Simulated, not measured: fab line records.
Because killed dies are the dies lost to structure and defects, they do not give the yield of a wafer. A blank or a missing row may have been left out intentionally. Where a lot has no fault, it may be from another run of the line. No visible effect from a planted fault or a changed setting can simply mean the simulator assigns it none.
fab line records ; flow gf180mcu
record lots=14; wafers=42; last_day=32
route steps=602 shown CONTACT@313 V1@346 M2@367
lots untouched by any fault: they come from a run of this same line in which no faults occurred
start_h: hours from the record's opening day to when the first of the lot's shown wafers began ; wait_h: hours elapsed since this lot's preceding step ; " the same as in the row above ; L1.1+2: several wafers, shown together as one row ; - either no value or no given start ; * or withheld: withheld ; < > ~ a bound
route shown NAME@n: NAME is a module with steps in the file, n the number in the route of the first one ; usual: average and standard deviation across the fault-free wafers ; same: alike in all rows ; chamber/n: place in a boat ; sites: each site's reading ; _std_site: how widely they spread, as a standard deviation ; _edge_site: inner sites' mean taken away from outer sites' mean ; radius_mm: for every site, how far away it sits from the centre of the wafer ; mask NAME#n: copy n ; behind: the most recent tool/chamber to have shaped the wafer ; hold: the reason the lot was held/the length of the hold in hours/how it ended ; device: the transistor (n, p or np) that didn't switch ; end of line: the tests these same wafers got at the end of their route ; for a step that has no rows: nothing shown but its recipe ; killed: dies that structure and defects cost at the first sort, which is not the same as the wafer's yield ; map: the dies of a wafer, with x for killed, . for not killed, _ for no die there
set.NAME: the setting the step ran with; set.NAME@STEP: the setting that earlier step ran with ; model.NAME: the simulator's own value behind a step, which no gauge read
steps of the route over a sample of lots; a table a step, a row a wafer
services: when a tool's chamber went out of use (start_h, in hours from the record's first day, below 0 if earlier), for how many hours, and the reason
## steps
# step GF_CONTACT_THK_MEAS_26
# recipe thk_meas_gauge=xrf; reads=W_of_CONTACT_CVD_24
# usual CONTACT_W_THK=300/4.2
lot.wafer;tool;chamber;start_h;wait_h;CONTACT_W_THK[nm]
L701.2;film_metro-01;-;348.72;0.1;299
L701.3;film_metro-01;-;348.72;0.1;298
L701.5;film_metro-01;-;348.72;0.1;297
L703.3;film_metro-03;-;368.41;0.1;297
L703.4;film_metro-03;-;368.41;0.1;293
L703.6;film_metro-03;-;368.41;0.1;292
L704.2;film_metro-02;-;385.20;0.1;299
L704.4;film_metro-02;-;385.20;0.1;303
L704.5;film_metro-02;-;385.20;0.1;302
L706.1;film_metro-01;-;405.55;0.1;308
L706.2;film_metro-01;-;405.55;0.1;302
L706.3;film_metro-01;-;405.55;0.1;307
L705.1;film_metro-01;-;406.72;0.1;304
L705.2;film_metro-01;-;406.72;0.1;306
L705.4;film_metro-01;-;406.72;0.1;305
L707.1;film_metro-02;-;421.66;0.1;296
L707.2;film_metro-02;-;421.66;0.1;298
L707.6;film_metro-02;-;421.66;0.1;302
L708.1;film_metro-02;-;423.75;0.1;299
L708.2;film_metro-02;-;423.75;0.1;296
L708.4;film_metro-02;-;423.75;0.1;294
L709.1;film_metro-03;-;447.46;0.1;297
L709.2;film_metro-03;-;447.46;0.1;297
L709.4;film_metro-03;-;447.46;0.1;302
L710.2;film_metro-03;-;457.69;0.1;304
L710.3;film_metro-03;-;457.69;0.1;299
L710.4;film_metro-03;-;457.69;0.1;303
L711.2;film_metro-01;-;468.35;0.1;300
L711.5;film_metro-01;-;468.35;0.1;299
L711.6;film_metro-01;-;468.35;0.1;305
L713.1;film_metro-01;-;481.19;0.1;301
L713.3;film_metro-01;-;481.19;0.1;301
L713.4;film_metro-01;-;481.19;0.1;301
L714.2;film_metro-03;-;492.86;0.1;295
L714.4;film_metro-03;-;492.86;0.1;293
L714.5;film_metro-03;-;492.86;0.1;298
L721.1;film_metro-02;-;534.14;0.1;300
L721.4;film_metro-02;-;534.14;0.1;300
L721.6;film_metro-02;-;534.14;0.1;304
L722.1;film_metro-01;-;537.89;0.1;300
L722.3;film_metro-01;-;537.89;0.1;309
L722.6;film_metro-01;-;537.89;0.1;299
# step GF_V1_EXPOSE_11
# recipe mask_id=Via1; target_cd_nm=260; na=0.68; source_shape=conventional; sigma_outer=0.6; dose_mj=38
# usual exposure_dose_mJ_cm2=38.03/0.045; focus_offset_nm=0.1/0.51
lot.wafer;tool;chamber;start_h;wait_h;mask;exposure_dose_mJ_cm2;focus_offset_nm
L701.2;krf_scanner-02;0;383.62;-;Via1#0;37.99;-0.1
L701.3;krf_scanner-02;0;383.62;-;Via1#0;37.97;0.0
L701.5;krf_scanner-02;0;383.62;-;Via1#0;38.03;-0.6
L703.3;krf_scanner-01;0;405.05;-;Via1#0;38.06;-0.4
L703.4;krf_scanner-01;0;405.05;-;Via1#0;38.02;-1.2
L703.6;krf_scanner-01;0;405.05;-;Via1#0;38.05;-0.6
L704.2;krf_scanner-02;0;422.28;-;Via1#0;37.99;0.4
L704.4;krf_scanner-02;0;422.28;-;Via1#0;37.97;0.3
L704.5;krf_scanner-02;0;422.28;-;Via1#0;38.00;0.6
L706.1;krf_scanner-01;0;444.18;-;Via1#0;38.04;0.4
L706.2;krf_scanner-01;0;444.18;-;Via1#0;38.05;0.5
L706.3;krf_scanner-01;0;444.18;-;Via1#0;38.02;1.1
L705.1;krf_scanner-02;0;445.76;-;Via1#0;38.01;-0.3
L705.2;krf_scanner-02;0;445.76;-;Via1#0;37.97;0.1
L705.4;krf_scanner-02;0;445.76;-;Via1#0;38.01;-0.1
L707.1;krf_scanner-02;0;461.54;-;Via1#0;38.10;-0.2
L707.2;krf_scanner-02;0;461.54;-;Via1#0;38.06;-0.9
L707.6;krf_scanner-02;0;461.54;-;Via1#0;38.09;-1.2
L708.1;krf_scanner-02;0;463.25;-;Via1#0;38.06;0.2
L708.2;krf_scanner-02;0;463.25;-;Via1#0;38.05;-0.8
L708.4;krf_scanner-02;0;463.25;-;Via1#0;38.01;0.5
L709.1;krf_scanner-01;0;486.96;-;Via1#0;37.98;0.1
L709.2;krf_scanner-01;0;486.96;-;Via1#0;37.97;0.0
L709.4;krf_scanner-01;0;486.96;-;Via1#0;37.95;-0.3
L710.2;krf_scanner-01;0;496.20;-;Via1#0;38.04;0.4
L710.3;krf_scanner-01;0;496.20;-;Via1#0;38.12;0.3
L710.4;krf_scanner-01;0;496.20;-;Via1#0;38.02;0.0
L711.2;krf_scanner-02;0;507.05;-;Via1#0;38.05;0.3
L711.5;krf_scanner-02;0;507.05;-;Via1#0;38.01;0.3
L711.6;krf_scanner-02;0;507.05;-;Via1#0;38.04;0.2
L713.1;krf_scanner-02;0;519.71;-;Via1#0;38.00;0.5
L713.3;krf_scanner-02;0;519.71;-;Via1#0;38.00;0.9
L713.4;krf_scanner-02;0;519.71;-;Via1#0;37.91;0.0
L714.2;krf_scanner-01;0;530.25;-;Via1#0;38.03;0.6
L714.4;krf_scanner-01;0;530.25;-;Via1#0;38.06;0.6
L714.5;krf_scanner-01;0;530.25;-;Via1#0;38.10;0.9
L721.1;krf_scanner-02;-;568.93;-;Via1#0;-;-
L721.4;krf_scanner-02;-;568.93;-;Via1#0;-;-
L721.6;krf_scanner-02;-;568.93;-;Via1#0;-;-
L722.1;krf_scanner-02;-;572.50;-;Via1#0;-;-
L722.3;krf_scanner-02;-;572.50;-;Via1#0;-;-
L722.6;krf_scanner-02;-;572.50;-;Via1#0;-;-
# step GF_M2_RS_MEAS_05
# recipe thk_meas_gauge=four-point-probe; reads=TiN_of_M2_SPUTTER_04+Ti_of_M2_SPUTTER_03+AlCu_of_M2_SPUTTER_02+TiN_of_M2_SPUTTER_01+Ti_of_M2_SPUTTER_00
# usual M2_ALCU_RS=0.0696/0.00074
lot.wafer;tool;chamber;start_h;wait_h;M2_ALCU_RS[ohm/sq]
L701.2;film_metro-01;-;395.84;0.0;0.0696
L701.3;film_metro-01;-;395.84;0.0;0.0695
L701.5;film_metro-01;-;395.84;0.0;0.0698
L703.3;film_metro-03;-;418.17;0.1;0.0698
L703.4;film_metro-03;-;418.17;0.1;0.0702
L703.6;film_metro-03;-;418.17;0.1;0.0695
L704.2;film_metro-04;-;436.77;0.0;0.0694
L704.4;film_metro-04;-;436.77;0.0;0.0693
L704.5;film_metro-04;-;436.77;0.0;0.0692
L706.1;film_metro-01;-;458.43;0.0;0.0695
L706.2;film_metro-01;-;458.43;0.0;0.0696
L706.3;film_metro-01;-;458.43;0.0;0.0694
L705.1;film_metro-01;-;459.62;0.0;0.0694
L705.2;film_metro-01;-;459.62;0.0;0.0685
L705.4;film_metro-01;-;459.62;0.0;0.0696
L707.1;film_metro-03;-;474.92;0.0;0.0701
L707.2;film_metro-03;-;474.92;0.0;0.0701
L707.6;film_metro-03;-;474.92;0.0;0.0685
L708.1;film_metro-01;-;476.68;0.0;0.0697
L708.2;film_metro-01;-;476.68;0.0;0.0701
L708.4;film_metro-01;-;476.68;0.0;0.0699
L709.1;film_metro-04;-;500.53;0.0;0.0697
L709.2;film_metro-04;-;500.53;0.0;0.0705
L709.4;film_metro-04;-;500.53;0.0;0.0699
L710.2;film_metro-04;-;509.67;0.0;0.0689
L710.3;film_metro-04;-;509.67;0.0;0.0690
L710.4;film_metro-04;-;509.67;0.0;0.0691
L711.2;film_metro-03;-;520.05;0.0;0.0681
L711.5;film_metro-03;-;520.05;0.0;0.0690
L711.6;film_metro-03;-;520.05;0.0;0.0687
L713.1;film_metro-01;-;533.26;0.0;0.0689
L713.3;film_metro-01;-;533.26;0.0;0.0686
L713.4;film_metro-01;-;533.26;0.0;0.0697
L714.2;film_metro-04;-;543.24;0.0;0.0689
L714.4;film_metro-04;-;543.24;0.0;0.0679
L714.5;film_metro-04;-;543.24;0.0;0.0683
# step GF_M2_STRIP_17
# recipe chemistry=O2/N2; power_w=1400; pressure_mtorr=1500; platen_temp_c=250; o2_flow_sccm=3000; n2_flow_sccm=300; overash_fraction=0.5
# usual drypump_motor_current_A=5.61/0.17; heater_power_w=372/39; oes_product_au=0.538/0.0044; strip_time_to_endpoint_s=7.39/0.043
lot.wafer;tool;chamber;start_h;wait_h;drypump_motor_current_A;heater_power_w;oes_product_au;rf_hours_counter_h;strip_time_to_endpoint_s
L701.2;plasma_asher-04;1;419.90;0.2;5.52;434;0.546;72;7.47
L701.3;plasma_asher-04;1;419.90;0.2;5.51;441;0.542;-;7.48
L701.5;plasma_asher-04;0;419.90;0.2;5.50;357;0.547;-;7.46
L703.3;plasma_asher-04;0;442.44;0.1;5.48;360;0.536;-;7.33
L703.4;plasma_asher-04;1;442.44;0.1;5.53;428;0.532;-;7.43
L703.6;plasma_asher-04;1;442.44;0.1;5.52;429;0.540;-;7.42
L704.2;plasma_asher-04;0;461.49;0.1;5.49;348;0.532;77;7.46
L704.4;plasma_asher-04;0;461.49;0.1;5.49;367;0.540;-;7.42
L704.5;plasma_asher-04;0;461.49;0.1;5.50;362;0.544;-;7.39
L706.1;plasma_asher-03;1;483.77;0.1;5.58;373;0.537;85;7.40
L706.2;plasma_asher-03;0;483.77;0.1;5.75;354;0.534;85;7.30
L706.3;plasma_asher-03;1;483.77;0.1;5.58;382;0.531;-;7.35
L705.1;plasma_asher-04;1;484.94;0.1;5.49;434;0.544;79;7.38
L705.2;plasma_asher-04;0;484.94;0.1;5.51;353;0.544;79;7.45
L705.4;plasma_asher-04;0;484.94;0.1;5.48;360;0.535;-;7.37
L707.1;plasma_asher-02;1;500.09;0.1;5.53;333;0.539;36;7.40
L707.2;plasma_asher-02;0;500.09;0.1;5.98;330;0.536;36;7.40
L707.6;plasma_asher-02;1;500.09;0.1;5.54;336;0.539;-;7.38
L708.1;plasma_asher-04;1;501.77;0.1;5.52;427;0.537;81;7.36
L708.2;plasma_asher-04;0;501.77;0.1;5.51;357;0.541;81;7.39
L708.4;plasma_asher-04;1;501.77;0.1;5.52;443;0.537;-;7.33
L709.1;plasma_asher-04;0;524.07;0.2;5.48;368;0.535;83;7.38
L709.2;plasma_asher-04;1;524.07;0.2;5.52;439;0.540;83;7.41
L709.4;plasma_asher-04;1;524.07;0.2;5.51;436;0.532;-;7.39
L710.2;plasma_asher-03;0;532.77;0.1;5.76;365;0.543;90;7.48
L710.3;plasma_asher-03;1;532.77;0.1;5.57;376;0.540;-;7.47
L710.4;plasma_asher-03;0;532.77;0.1;5.75;357;0.539;-;7.43
L711.2;plasma_asher-04;1;542.69;0.1;5.49;441;0.538;85;7.33
L711.5;plasma_asher-04;0;542.69;0.1;5.50;359;0.532;-;7.31
L711.6;plasma_asher-04;1;542.69;0.1;5.52;431;0.534;-;7.32
L713.1;plasma_asher-02;0;555.92;0.1;5.97;327;0.539;42;7.39
L713.3;plasma_asher-02;0;555.92;0.1;5.91;314;0.522;-;7.38
L713.4;plasma_asher-02;1;555.92;0.1;5.54;336;0.539;-;7.40
L714.2;plasma_asher-04;0;565.72;0.1;5.44;357;0.545;88;7.42
L714.4;plasma_asher-04;1;565.72;0.1;5.48;419;0.535;-;7.40
L714.5;plasma_asher-04;0;565.72;0.1;5.46;364;0.540;-;7.40
## services
tool;chamber;start_h;hours;kind
krf_scanner-02;-;365.28;1.3;pm
plasma_asher-03;-;370.35;2.5;repair
krf_scanner-01;-;380.80;4.0;pm
krf_scanner-01;-;385.30;1.0;pm
krf_scanner-02;-;409.76;0.7;repair
krf_scanner-01;-;420.35;1.3;pm
krf_scanner-02;-;424.52;4.0;pm
krf_scanner-02;-;435.95;1.0;pm
krf_scanner-01;-;438.22;0.5;repair
krf_scanner-02;-;447.44;0.8;pm
plasma_asher-04;-;465.07;1.1;repair
plasma_asher-02;-;488.24;2.8;pm
krf_scanner-01;-;515.19;0.8;pm
krf_scanner-02;-;527.35;0.2;repair
krf_scanner-02;-;530.12;0.1;repair
krf_scanner-02;-;541.14;1.3;pm
krf_scanner-01;-;554.30;1.0;pm
krf_scanner-01;-;559.16;11.6;pm
## key
first_sign step=GF_V1_EXPOSE_11; reading=tool_record; direction=missing
effect none on later readings
met_at GF_V1_EXPOSE_11
struck_lots L721,L722
later_rows_left_out L721.1,L721.4,L721.6,L722.1,L722.3,L722.6
sort_left_out L721.1,L721.4,L721.6,L722.1,L722.3,L722.6
not_acting_at GF_CONTACT_THK_MEAS_26,GF_M2_RS_MEAS_05,GF_M2_STRIP_17
onset_between 519.71 568.93
fault kind=skipped_step_whole; tool=krf_scanner-02; chamber=-; onset_h=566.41; steps=GF_V1_EXPOSE_11; scope=struck_lots_only
# sort_left_out: the simulated sort isn't trusted on such a fault, so these wafers' sort isn't shown, and their yield isn't known
# later_rows_left_out: the simulator's readings of these wafers behind a module that went badly wrong aren't trusted and aren't shown, but for the sort
